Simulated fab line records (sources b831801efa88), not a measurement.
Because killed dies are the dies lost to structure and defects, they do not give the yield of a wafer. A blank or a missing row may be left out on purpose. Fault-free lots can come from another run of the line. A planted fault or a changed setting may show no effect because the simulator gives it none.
The tool behind it: which one? :: flow gf180mcu :: 36 wafers from 12 lots sampled at 4 of the route's 602 steps

WHAT THE GAUGES SHOWED, per wafer
GF_V4_OVL_MEAS_15.
lot: L894
measured: day 24 08:24
on: overlay-01
V4_OVL (nm): -11 -13 -9

lot: L899
measured: day 26 04:17
on: overlay-02
V4_OVL (nm): 5 -7 -4

lot: L898
measured: day 26 04:59
on: overlay-02
V4_OVL (nm): -8 -2 -10

lot: L901
measured: day 26 21:49
on: overlay-01
V4_OVL (nm): 5 -2 -13

lot: L902
measured: day 27 01:29
on: overlay-01
V4_OVL (nm): -8 -9 -14

lot: L903
measured: day 27 18:29
on: overlay-02
V4_OVL (nm): 0 -4 1

lot: L905
measured: day 28 05:43
on: overlay-01
V4_OVL (nm): -14 -13 -14

lot: L906
measured: day 28 07:28
on: overlay-01
V4_OVL (nm): -9 3 -2

lot: L911
measured: day 29 21:31
on: overlay-01
V4_OVL (nm): -9 0 -3

lot: L912
measured: day 30 00:26
on: overlay-02
V4_OVL (nm): -8 -5 -4

lot: L913
measured: day 30 07:21
on: overlay-02
V4_OVL (nm): -2 -7 -6

lot: L917
measured: day 31 09:15
on: overlay-01
V4_OVL (nm): -9 -13 -14

GF_M5_CD_MEAS_07: the cd target is 280 nm.
lot: L894
measured: day 26 05:45
on: cd_sem-01
cd_nm (nm): 280.2 279.6 280.3

lot: L899
measured: day 27 23:20
on: cd_sem-02
cd_nm (nm): 278.3 276.9 277.9

lot: L898
measured: day 27 23:46
on: cd_sem-02
cd_nm (nm): 279.0 279.0 279.7

lot: L901
measured: day 28 14:48
on: cd_sem-02
cd_nm (nm): 279.3 279.8 279.5

lot: L902
measured: day 28 19:36
on: cd_sem-01
cd_nm (nm): 280.5 281.1 280.4

lot: L903
measured: day 29 10:34
on: cd_sem-02
cd_nm (nm): 282.1 282.6 281.7

lot: L905
measured: day 29 23:04
on: cd_sem-02
cd_nm (nm): 278.5 278.0 280.0

lot: L906
measured: day 29 23:55
on: cd_sem-01
cd_nm (nm): 281.5 279.5 280.5

lot: L911
measured: day 31 11:51
on: cd_sem-01
cd_nm (nm): 282.4 280.9 280.1

lot: L912
measured: day 31 13:56
on: cd_sem-02
cd_nm (nm): 257.2 257.5 256.8

lot: L913
measured: day 31 21:02
on: cd_sem-02
cd_nm (nm): 256.5 256.0 255.9

lot: L917
measured: day 32 20:41
on: cd_sem-01
cd_nm (nm): 280.6 281.5 280.7

WHAT TOOL EACH LOT RAN ON (gives the tool, then ch and the chambers of the sampled wafers, and finally the start)
lot: L894
GF_V4_SPUTTER_21: pvd_sputter-01, day 24 09:05
GF_M5_PEB_05: litho_track-01 ch 0, day 26 05:24

lot: L899
GF_V4_SPUTTER_21: pvd_sputter-04, day 26 04:59
GF_M5_PEB_05: litho_track-01 ch 0, day 27 23:01

lot: L898
GF_V4_SPUTTER_21: pvd_sputter-04, day 26 05:42
GF_M5_PEB_05: litho_track-03 ch 0, day 27 23:26

lot: L901
GF_V4_SPUTTER_21: pvd_sputter-04, day 26 22:31
GF_M5_PEB_05: litho_track-01 ch 0, day 28 14:27

lot: L902
GF_V4_SPUTTER_21: pvd_sputter-04, day 27 02:11
GF_M5_PEB_05: litho_track-04 ch 0, day 28 19:17

lot: L903
GF_V4_SPUTTER_21: pvd_sputter-04, day 27 19:12
GF_M5_PEB_05: litho_track-03 ch 0, day 29 10:13

lot: L905
GF_V4_SPUTTER_21: pvd_sputter-03, day 28 06:24
GF_M5_PEB_05: litho_track-03 ch 0, day 29 22:44

lot: L906
GF_V4_SPUTTER_21: pvd_sputter-01, day 28 08:08
GF_M5_PEB_05: litho_track-01 ch 0, day 29 23:36

lot: L911
GF_V4_SPUTTER_21: pvd_sputter-04, day 29 22:13
GF_M5_PEB_05: litho_track-01 ch 0, day 31 11:30

lot: L912
GF_V4_SPUTTER_21: pvd_sputter-01, day 30 01:09
GF_M5_PEB_05: litho_track-03 ch 0, day 31 13:37

lot: L913
GF_V4_SPUTTER_21: pvd_sputter-01, day 30 08:03
GF_M5_PEB_05: litho_track-03 ch 0, day 31 20:43

lot: L917
GF_V4_SPUTTER_21: pvd_sputter-04, day 31 09:56
GF_M5_PEB_05: litho_track-04 ch 0, day 32 20:20
- GF_V4_SPUTTER_21: material Ti, target thk 15 nm, time 80.02 s.
- GF_M5_PEB_05: peb time 90 s.

AS READ BY THE TOOLS THEMSELVES (means over the sampled wafers that have a number; for cases with no such wafer, the mark the record gives instead)
GF_V4_SPUTTER_21.
lot: L894
tool: pvd_sputter-01
cathode_dc_power_W (W): 2499.8
throttle_valve_pct (%): 29.1

lot: L899
tool: pvd_sputter-04
cathode_dc_power_W (W): 2500.6
throttle_valve_pct (%): 30.5

lot: L898
tool: pvd_sputter-04
cathode_dc_power_W (W): 2500.2
throttle_valve_pct (%): 30.1

lot: L901
tool: pvd_sputter-04
cathode_dc_power_W (W): 2499.8
throttle_valve_pct (%): 30.3

lot: L902
tool: pvd_sputter-04
cathode_dc_power_W (W): 2499.8
throttle_valve_pct (%): 30.0

lot: L903
tool: pvd_sputter-04
cathode_dc_power_W (W): 2500.1
throttle_valve_pct (%): 29.5

lot: L905
tool: pvd_sputter-03
cathode_dc_power_W (W): 2499.8
throttle_valve_pct (%): 29.1

lot: L906
tool: pvd_sputter-01
cathode_dc_power_W (W): 2500.2
throttle_valve_pct (%): 29.7

lot: L911
tool: pvd_sputter-04
cathode_dc_power_W (W): 2499.9
throttle_valve_pct (%): 30.2

lot: L912
tool: pvd_sputter-01
cathode_dc_power_W (W): 2500.1
throttle_valve_pct (%): 29.5

lot: L913
tool: pvd_sputter-01
cathode_dc_power_W (W): 2500.0
throttle_valve_pct (%): 29.4

lot: L917
tool: pvd_sputter-04
cathode_dc_power_W (W): 2500.3
throttle_valve_pct (%): 30.4

GF_M5_PEB_05.
lot: L894
tool: litho_track-01
heater_power_total_W (W): 85.74
plate_temp_C (C): 135.03

lot: L899
tool: litho_track-01
heater_power_total_W (W): 85.73
plate_temp_C (C): 135.05

lot: L898
tool: litho_track-03
heater_power_total_W (W): 85.67
plate_temp_C (C): 134.88

lot: L901
tool: litho_track-01
heater_power_total_W (W): 85.60
plate_temp_C (C): 135.08

lot: L902
tool: litho_track-04
heater_power_total_W (W): 85.67
plate_temp_C (C): 134.89

lot: L903
tool: litho_track-03
heater_power_total_W (W): 85.71
plate_temp_C (C): 135.00

lot: L905
tool: litho_track-03
heater_power_total_W (W): 85.77
plate_temp_C (C): 135.00

lot: L906
tool: litho_track-01
heater_power_total_W (W): 85.69
plate_temp_C (C): 135.05

lot: L911
tool: litho_track-01
heater_power_total_W (W): 85.77
plate_temp_C (C): 135.03

lot: L912
tool: litho_track-03
heater_power_total_W (W): 101.57
plate_temp_C (C): 154.13

lot: L913
tool: litho_track-03
heater_power_total_W (W): 101.52
plate_temp_C (C): 153.75

lot: L917
tool: litho_track-04
heater_power_total_W (W): 85.72
plate_temp_C (C): 134.72

THE ANSWER, worked out from the rows above alone
Rule: what is usual is taken from the lots themselves. The widest of any qualifying gaps counts: lots, ordered by their means at a reading, are off when they make up no more than a third of the lots, leave a main group of 4 or more, and stand apart from it by 3 or more times the standard deviation of that group's means. A main group whose means are all the same, to the digits that the tables above print for the reading, isn't used. A lot without any number at a reading at which 4 lots or more have one is off too. All remaining lots with rows at the step are treated as sound. After the gauges, taken in route order, come the tools' own readings; for these a lot's mean is taken, as printed above. At the first step where some lot is off, the reading lying furthest off is the one used; lots without a number count as furthest.
Off: L912, L913, at GF_M5_CD_MEAS_07 (cd_nm). Mean 280.1 nm and standard deviation 1.2 in the main group.
If a tool, at a process step before that reading, ran all the lots that are off and no sound lot after the first of them, it fits. Not tried: the gauges at GF_M5_CD_MEAS_07; whatever is off there is also off at GF_M5_PEB_05, on other tools, and gauge error can't account for it. Can't be told from this: 2 tools fit, pvd_sputter-01 at GF_V4_SPUTTER_21, litho_track-03 at GF_M5_PEB_05.

WHAT THE SIMULATOR HAD INSERTED
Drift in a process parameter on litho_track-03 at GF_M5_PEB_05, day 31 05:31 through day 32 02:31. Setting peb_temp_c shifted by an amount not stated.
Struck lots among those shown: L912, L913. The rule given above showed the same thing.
